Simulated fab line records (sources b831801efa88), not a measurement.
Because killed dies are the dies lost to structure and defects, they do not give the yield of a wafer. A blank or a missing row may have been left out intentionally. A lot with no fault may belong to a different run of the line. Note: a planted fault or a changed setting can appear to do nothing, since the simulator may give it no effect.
8D (eight disciplines) problem report, filled in by code :: flow gf180mcu :: the parts of the form that need people (team, actions taken, sign-off) are left out

== 1. THE PROBLEM ==
Mean of heater power total W at GF_V1_SOFTBAKE_10: 94.20 W across 3 wafers in 2 lots; on wafers with no fault it is 93.04 W (standard deviation 0.054). Relative to the usual mean, that is a shift of +21 standard deviations.
The step: time 60 s.
Seen first at day 24 00:00 on litho track-03, wafer L714.3. The record has a number at this step for 41 wafers belonging to 14 lots. The rule behind "out" and "out of limits": a value lying over 4 standard deviations away from the usual mean. Any other wafer with a number is counted as sound.

== 2. WHAT THIS IS AND IS NOT ==
question: which readings at this step
is: heater power total W, run length s
is not: -

question: which lots
is: L714, L715
is not: L697, L699, L700, L701, L703, L704, L707, L708, L709, L716, L718, L719

question: which wafers of those lots
is: L714.3, L714.5, L715.3
is not: L715.2, L715.4

question: read on which tools
is: litho track-03
is not: litho track-01, litho track-04

question: when
is: from day 24 00:00
is not: up to then (27 sound wafers); but 11 sound wafers of L715, L716, L718, L719 came after

== 3. SUSPECTS, AND WHAT RULES EACH OUT ==
Counting: a tool at a process step up to the reading stays a suspect if it ran every lot that is out. Sound lots after the first of them don't rule it out here, since some wafers of a struck lot are sound.
- litho track-03 at GF_V1_SOFTBAKE_10 (time 60 s): kept. It processed each lot that is out (first: L714, day 24 00:00); up to then, its last sound lot is L709 (day 22 01:00). Its own heater power total W, run length s readings are out on those wafers.
The count leaves litho track-03 at GF_V1_SOFTBAKE_10.

== 4. THE CAUSE (what the simulator had put in) ==
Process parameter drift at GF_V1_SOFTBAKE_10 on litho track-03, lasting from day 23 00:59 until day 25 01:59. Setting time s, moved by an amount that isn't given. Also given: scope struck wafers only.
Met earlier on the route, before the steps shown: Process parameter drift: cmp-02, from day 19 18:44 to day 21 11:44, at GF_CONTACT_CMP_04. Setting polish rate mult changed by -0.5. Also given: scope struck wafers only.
The count eliminated every tool but this one.

== 5. THE EFFECT CHAIN, in route order ==
Each row: a reading where the mean over the struck wafers with a number is more than 3 standard deviations away from the usual. Only readings for which the record gives a usual standard deviation are gone through. hours: the time from each lot's start at the first step in this table that gives one to its start at this step, as a median over the lots. sigmas: the change in usual standard deviations.
hours: 0
step: GF_V1_SOFTBAKE_10
reading: heater power total W
usual: 93.04 W
on struck wafers: 94.20
change: +1.16
sigmas: +21

hours: 0
step: GF_V1_SOFTBAKE_10
reading: run length s
usual: 89.15 s
on struck wafers: 86.77
change: -2.38
sigmas: -14
Process steps it contains:
- GF_V1_SOFTBAKE_10: time 60 s.

== 6. WHAT WOULD HAVE CAUGHT IT SOONER ==
The fault began at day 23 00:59; the first out-of-limits reading in this record came at day 24 00:00, 23 hours later.
